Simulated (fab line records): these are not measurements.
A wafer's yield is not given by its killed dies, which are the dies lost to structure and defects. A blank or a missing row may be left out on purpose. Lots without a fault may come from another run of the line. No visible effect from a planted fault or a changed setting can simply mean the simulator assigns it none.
Comparing a struck lot with a sound one | flow sky130 | 16 out of 708 route steps
Sound: the wafers L420.1, L420.4, L420.6. Struck: wafers L426.4, L426.6 (left out: L426.1, a lot-mate that was not struck); the cause follows at the end.
At each step with rows: each side's tool, then ch and its chambers, then its first start. Under that, the readings that differ: sound wafers | struck wafers | difference of the means | sigmas: that difference in standard deviations of wafers without a fault.
alike: same words and numbers on both sides, and readings whose means sit less than 2 such deviations apart. not compared: any withheld reading, any reading some wafer has no value for, any bound like >300 that may hide the same value, and any number with overlapping values for which the record gives no deviation.
Wherever a step has rows on one side only, a row that says differs or no value, or a row with sigmas, the two part there. Non-overlapping numbers with no deviation appear without sigmas and do not part them. Lack of a reading on every wafer of one side parts them only where that side has two or more wafers.

first, 2 steps without rows for these wafers: SKY_METAL5_CLEAN_18 (cleans in IPA, time 180 s); SKY_METAL5_CLEAN_19 (cleans in O3/DIW).
SKY_PASSIVATION_CVD_00: deposits SiO2, target thk 90 nm.
  sound on pecvd-01 ch 0,1, day 45 15:36; struck on pecvd-01 ch 0,2, day 46 05:22
  alike: heater_power_outer_w, heater_power_w, rf_fwd_power_W
SKY_PASSIVATION_THK_MEAS_01:
  sound on film_metro-03, day 45 15:37; struck on film_metro-01, day 46 05:23
  alike: PASSIVATION_CVD_00_THK
SKY_PASSIVATION_CVD_02: deposits Si3N4, target thk 540 nm.
  sound on pecvd-02 ch 0,1,2, day 45 15:41; struck on pecvd-04 ch 1,2, day 46 05:26
  alike: heater_power_w, rf_fwd_power_W
SKY_PASSIVATION_THK_MEAS_03:
  sound on film_metro-02, day 45 15:54; struck on film_metro-01, day 46 05:40
  alike: PASSIVATION_CVD_02_THK
then, 6 steps without rows for these wafers: SKY_PASSIVATION_DEHYDRATE_04 (time 60 s); SKY_PASSIVATION_HMDS_05 (prime time 60 s); SKY_PASSIVATION_COAT_06 (resist thk 3000 nm); SKY_PASSIVATION_SOFTBAKE_07; SKY_PASSIVATION_EXPOSE_08 (exposes mask NSM, target cd 3000 nm); SKY_PASSIVATION_PEB_09.
SKY_PASSIVATION_DEVELOP_10: develop time 60 s.
  sound on litho_track-01 ch 0, day 46 12:00; struck on litho_track-01 ch 0, day 47 01:00
  alike: chill_plate_temp_C
SKY_PASSIVATION_ETCH_11: etches the open film in CF4/O2, stops on AlCu, target depth 725 nm, time 161.1 s.
  sound on rie_diel-04 ch 0,2, day 46 12:18; struck on rie_diel-01 ch 2,3, day 47 02:00
  reading                      | sound          | struck    | difference | sigmas
  model.PASSIVATION.cd_nm (nm) | 2991 2986 2994 | 2973 2970 | -19        |
  alike: drypump_motor_current_A, oes_product_au, rf_fwd_power_W, throttle_valve_pct
  not compared: rf_hours_counter_h
SKY_PASSIVATION_STRIP_12: strips in O2/N2.
  sound on plasma_asher-03 ch 0,1, day 46 12:25; struck on plasma_asher-01 ch 0, day 47 02:07
  reading               | sound             | struck      | difference | sigmas
  oes_product_au (a.u.) | 0.653 0.652 0.648 | 0.663 0.659 | +0.010     | +2
  alike: drypump_motor_current_A, strip_time_to_endpoint_s
  not compared: rf_hours_counter_h
SKY_PAD_OPEN_PROBE_99:
  rows exist in the record for the struck wafers here (prober-01, day 48 01:14), but not for the sound ones

## WHERE THEY PART
First at SKY_PASSIVATION_STRIP_12; last, within this record, at SKY_PAD_OPEN_PROBE_99.

WHY: whatever the simulator had introduced
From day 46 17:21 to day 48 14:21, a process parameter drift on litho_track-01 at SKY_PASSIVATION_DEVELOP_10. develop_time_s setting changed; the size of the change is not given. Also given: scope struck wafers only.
